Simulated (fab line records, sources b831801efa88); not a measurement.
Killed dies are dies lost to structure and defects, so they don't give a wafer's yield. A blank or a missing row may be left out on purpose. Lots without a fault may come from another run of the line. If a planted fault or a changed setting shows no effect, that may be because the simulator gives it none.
Which tool did it? | flow sky130 | 12 lots, 36 wafers sampled, at 3 steps of a route of 708

## WHAT THE GAUGES SHOWED, per wafer
SKY_NWELL_TW_MEAS_26.
lot  | measured     | on           | NWELL_2_TW
L787 | day 6 00:22  | filmMetro-04 | 494 497 494
L789 | day 6 01:33  | filmMetro-04 | 498 500 499
L788 | day 6 01:52  | filmMetro-03 | 497 499 500
L791 | day 6 12:40  | filmMetro-01 | 500 500 501
L794 | day 7 03:59  | filmMetro-01 | 500 500 500
L795 | day 7 10:25  | filmMetro-03 | 524 525 527 525 524 525
L796 | day 7 13:05  | filmMetro-01 | 528 528 528 529 530 529
L798 | day 8 01:25  | filmMetro-03 | 502 502 503
L800 | day 8 18:16  | filmMetro-04 | 518 518 520 521 517 520
L806 | day 10 03:00 | filmMetro-04 | 493 494 491
L807 | day 10 07:55 | filmMetro-01 | 506 502 503
L810 | day 11 10:16 | filmMetro-01 | 497 495 498

SKY_SONOS_ONO_THK_MEAS_01.
lot  | measured     | on           | SONOS_ONO_OXIDATION_THK (nm)
L787 | day 12 09:02 | filmMetro-03 | 2.63 2.58 2.64
L789 | day 12 09:04 | filmMetro-01 | 2.66 2.65 2.54
L788 | day 12 09:02 | filmMetro-02 | 2.49 2.54 2.51
L791 | day 12 21:26 | filmMetro-01 | 2.49 2.52 2.53
L794 | day 13 21:29 | filmMetro-01 | 2.62 2.61 2.60
L795 | day 14 07:26 | filmMetro-03 | 2.49 2.46 2.51
L796 | day 14 08:49 | filmMetro-03 | 2.49 2.51 2.52
L798 | day 14 23:38 | filmMetro-03 | 2.58 2.55 2.60
L800 | day 15 23:10 | filmMetro-03 | 2.55 2.58 2.65
L806 | day 17 19:39 | filmMetro-02 | 2.57 2.60 2.60
L807 | day 18 00:54 | filmMetro-01 | 2.62 2.66 2.59
L810 | day 19 10:35 | filmMetro-02 | 2.61 2.61 2.58

## WHICH TOOL RAN EACH LOT (tool, then ch and the chambers of the sampled wafers, then the start)
lot  | SKY_NWELL_IMPLANT_24
L787 | implanter-03 ch 0, day 6 00:08
L789 | implanter-02 ch 0, day 6 01:20
L788 | implanter-01 ch 0, day 6 01:37
L791 | implanter-03 ch 0, day 6 12:25
L794 | implanter-02 ch 0, day 7 03:44
L795 | implanter-02 ch 0, day 7 10:10
L796 | implanter-02 ch 0, day 7 12:52
L798 | implanter-03 ch 0, day 8 01:11
L800 | implanter-02 ch 0, day 8 18:02
L806 | implanter-01 ch 0, day 10 02:45
L807 | implanter-03 ch 0, day 10 07:41
L810 | implanter-01 ch 0, day 11 10:01
- SKY_NWELL_IMPLANT_24

## AS READ BY THE TOOLS THEMSELVES (means over the sampled wafers that have a number; for cases with no such wafer, the mark the record gives instead)
SKY_NWELL_IMPLANT_24.
lot  | tool         | doseIonsCm2 | faradayCurrentUA
L787 | implanter-03 | 9.208e+12   | 51.6
L789 | implanter-02 | 9.216e+12   | 52.0
L788 | implanter-01 | 9.190e+12   | 52.3
L791 | implanter-03 | 9.214e+12   | 51.9
L794 | implanter-02 | 9.204e+12   | 51.7
L795 | implanter-02 | 1.086e+13   | 60.8
L796 | implanter-02 | 1.087e+13   | 61.4
L798 | implanter-03 | 9.201e+12   | 51.6
L800 | implanter-02 | 1.087e+13   | 60.7
L806 | implanter-01 | 9.184e+12   | 52.8
L807 | implanter-03 | 9.203e+12   | 51.0
L810 | implanter-01 | 9.207e+12   | 52.1

## THE ANSWER, worked out from the rows above alone
Rule: the lots themselves supply what counts as usual. The widest of any qualifying gaps counts: lots, ordered by their means at a reading, are off when they make up no more than a third of the lots, leave a main group of 4 or more, and stand apart from it by 3 or more times the standard deviation of that group's means. If all means in a main group match to the digits the tables above print for the reading, that group is not used. Also off: a lot with no number at a reading for which 4 or more lots have one. Where the step has rows for the other lots, those lots are counted as sound. After the gauges, taken in route order, come the tools' own readings; for these a lot's mean is taken, as printed above. The first step at which some lot is off is used, and at that step the reading that is off furthest; a lot without a number counts as furthest.
Off: L795, L796, L800, seen at SKY_NWELL_TW_MEAS_26 (NWELL_2_TW). The main group: mean 499, standard deviation 3.3.
A tool fits if, at a process step before that reading, it ran every lot that is off, and no sound lot after the first of them. The gauges at SKY_NWELL_TW_MEAS_26 aren't tried: what is off there is off at SKY_NWELL_IMPLANT_24 too, on other tools, and a gauge's error can't cause that. One fits: implanter-02 at SKY_NWELL_IMPLANT_24. Its last sound lot is L794 (day 7 03:44), its first lot that is off L795 (day 7 10:10): a fault that began between those two fits.
The tool's own readings at SKY_NWELL_IMPLANT_24 bear it out: on the lots that are off they differ by more than 5 times the standard deviation of the sound lots' means. doseIonsCm2 reads 1.087e+13 there against 9.203e+12 on the sound lots; faradayCurrentUA reads 61.0 there against 51.9 on the sound lots.

## WHAT THE SIMULATOR PUT IN
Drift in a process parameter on implanter-02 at SKY_NWELL_IMPLANT_24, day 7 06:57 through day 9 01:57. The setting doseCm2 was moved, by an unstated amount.
Struck lots among those shown: L795, L796, L800. The rule given above showed the same thing.
